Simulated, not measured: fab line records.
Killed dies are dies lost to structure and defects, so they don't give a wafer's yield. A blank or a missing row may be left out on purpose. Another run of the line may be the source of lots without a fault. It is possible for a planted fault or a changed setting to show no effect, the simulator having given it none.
The tool behind it: which one? | flow sky130 | 13 lots, 39 wafers sampled, at 4 steps of a route of 708

== WHAT THE GAUGES READ, wafer by wafer ==
SKY_VIA3_OVL_MEAS_13.
lot  | measured     | on         | VIA3_OVL (nm)
L745 | day 40 01:01 | overlay-02 | 2 0 -2
L746 | day 40 08:00 | overlay-01 | -3 -6 -5
L748 | day 41 07:00 | overlay-02 | -4 2 -3
L749 | day 42 06:54 | overlay-02 | 1 2 3
L751 | day 42 12:02 | overlay-02 | -6 -9 -12
L750 | day 42 13:48 | overlay-01 | -3 -3 1
L753 | day 43 04:24 | overlay-02 | 32 40 32
L754 | day 43 06:21 | overlay-02 | 31 33 30
L758 | day 43 16:33 | overlay-01 | 1 -1 0
L757 | day 44 01:40 | overlay-01 | -1 -3 -1
L764 | day 45 06:15 | overlay-01 | -5 -1 -5
L766 | day 46 03:56 | overlay-02 | 4 4 3
L768 | day 46 09:17 | overlay-02 | -3 0 -6

== WHICH TOOL RAN EACH LOT (tool, then ch and the chambers of the sampled wafers, then the start) ==
lot  | SKY_CAPM_CVD_00                 | SKY_VIA3_CMP_02               | SKY_VIA3_EXPOSE_09
L745 | pecvd-04 ch 1,2, day 36 17:04   | cmp-02 ch 0,1, day 38 22:56   | krf scanner-02 ch 0, day 39 12:44
L746 | pecvd-03 ch 0,2, day 37 01:21   | cmp-02 ch 1,2,3, day 39 05:19 | krf scanner-01 ch 0, day 39 20:06
L748 | pecvd-01 ch 0,1,2, day 38 01:19 | cmp-02 ch 2,3, day 40 06:47   | krf scanner-01 ch 0, day 40 20:21
L749 | pecvd-01 ch 0,1, day 39 01:26   | cmp-01 ch 0,1, day 41 05:43   | krf scanner-02 ch 0, day 41 19:31
L751 | pecvd-04 ch 0,1,2, day 39 07:04 | cmp-02 ch 0,1,3, day 41 11:15 | krf scanner-01 ch 0, day 41 23:55
L750 | pecvd-03 ch 0,2, day 39 09:39   | cmp-01 ch 0,1, day 41 12:55   | krf scanner-01 ch 0, day 42 01:45
L753 | pecvd-04 ch 0,1,2, day 40 02:04 | cmp-02 ch 0,1,2, day 42 03:46 | krf scanner-01 ch 0, day 42 16:44
L754 | pecvd-01 ch 0,1, day 40 03:56   | cmp-01 ch 0,2,3, day 42 06:15 | krf scanner-01 ch 0, day 42 19:25
L758 | pecvd-01 ch 0,2, day 40 15:31   | cmp-01 ch 0,1,2, day 42 16:52 | krf scanner-02 ch 0, day 43 05:05
L757 | pecvd-01 ch 1,2, day 40 23:06   | cmp-02 ch 0,2,3, day 43 02:10 | krf scanner-02 ch 0, day 43 14:13
L764 | pecvd-03 ch 0,1, day 42 06:00   | cmp-01 ch 0,1,3, day 44 07:26 | krf scanner-02 ch 0, day 44 19:46
L766 | pecvd-04 ch 0,1,2, day 43 06:29 | cmp-01 ch 0,2,3, day 45 06:11 | krf scanner-02 ch 0, day 45 18:19
L768 | pecvd-04 ch 0,1,2, day 43 10:52 | cmp-01 ch 1,2,3, day 45 12:47 | krf scanner-02 ch 0, day 45 23:52
- SKY_CAPM_CVD_00: deposits SiO2, target thk 15.5 nm.
- SKY_VIA3_CMP_02: polishes SiO2.
- SKY_VIA3_EXPOSE_09: exposes mask VIM3, target cd 200 nm.

== WHAT THE TOOLS THEMSELVES READ (means of the sampled wafers that have a number; where no wafer has one, the mark that the record gives instead) ==
SKY_CAPM_CVD_00.
lot  | tool     | heater power w (W)
L745 | pecvd-04 | 608
L746 | pecvd-03 | 813
L748 | pecvd-01 | 608
L749 | pecvd-01 | 630
L751 | pecvd-04 | 660
L750 | pecvd-03 | 774
L753 | pecvd-04 | 632
L754 | pecvd-01 | 669
L758 | pecvd-01 | 580
L757 | pecvd-01 | 637
L764 | pecvd-03 | 761
L766 | pecvd-04 | 610
L768 | pecvd-04 | 602

SKY_VIA3_CMP_02.
lot  | tool   | motor current A (A)
L745 | cmp-02 | 13.3
L746 | cmp-02 | 13.6
L748 | cmp-02 | 13.1
L749 | cmp-01 | 11.0
L751 | cmp-02 | 13.1
L750 | cmp-01 | 10.9
L753 | cmp-02 | 13.1
L754 | cmp-01 | 11.5
L758 | cmp-01 | 12.1
L757 | cmp-02 | 12.7
L764 | cmp-01 | 11.5
L766 | cmp-01 | 11.3
L768 | cmp-01 | 12.6

== THE ANSWER, worked out from the rows above alone ==
Rule: the usual values come from the lots themselves. Put in order of their means at a reading, lots are off if they are a third of the lots or fewer, leave a main group of 4 or more, and stand apart from it by a gap of 3 or more times the standard deviation of the main group's means; of several such gaps the widest counts. The tables above print the reading to a certain number of digits; a main group whose means all agree to those digits is not used. Also off: a lot with no number at a reading for which 4 or more lots have one. Where the step has rows for the other lots, those lots are counted as sound. The gauges are gone through in route order, then the tools' own readings, and for those a lot's mean is taken as printed above. The first step at which some lot is off is used, and at that step the reading that is off furthest; a lot without a number counts as furthest.
Off: L753, L754, at SKY_VIA3_OVL_MEAS_13 (VIA3_OVL). The main group: mean -2 nm, standard deviation 3.2.
A tool fits if, at a process step before that reading, it ran every lot that is off, and no sound lot after the first of them. The gauges at SKY_VIA3_OVL_MEAS_13 are tried like those tools. One fits: SKY_VIA3_EXPOSE_09 on krf scanner-01. Its last sound lot is L750 (day 42 01:45), its first lot that is off L753 (day 42 16:44): a fault that began between those two fits.

== WHAT THE SIMULATOR PUT IN ==
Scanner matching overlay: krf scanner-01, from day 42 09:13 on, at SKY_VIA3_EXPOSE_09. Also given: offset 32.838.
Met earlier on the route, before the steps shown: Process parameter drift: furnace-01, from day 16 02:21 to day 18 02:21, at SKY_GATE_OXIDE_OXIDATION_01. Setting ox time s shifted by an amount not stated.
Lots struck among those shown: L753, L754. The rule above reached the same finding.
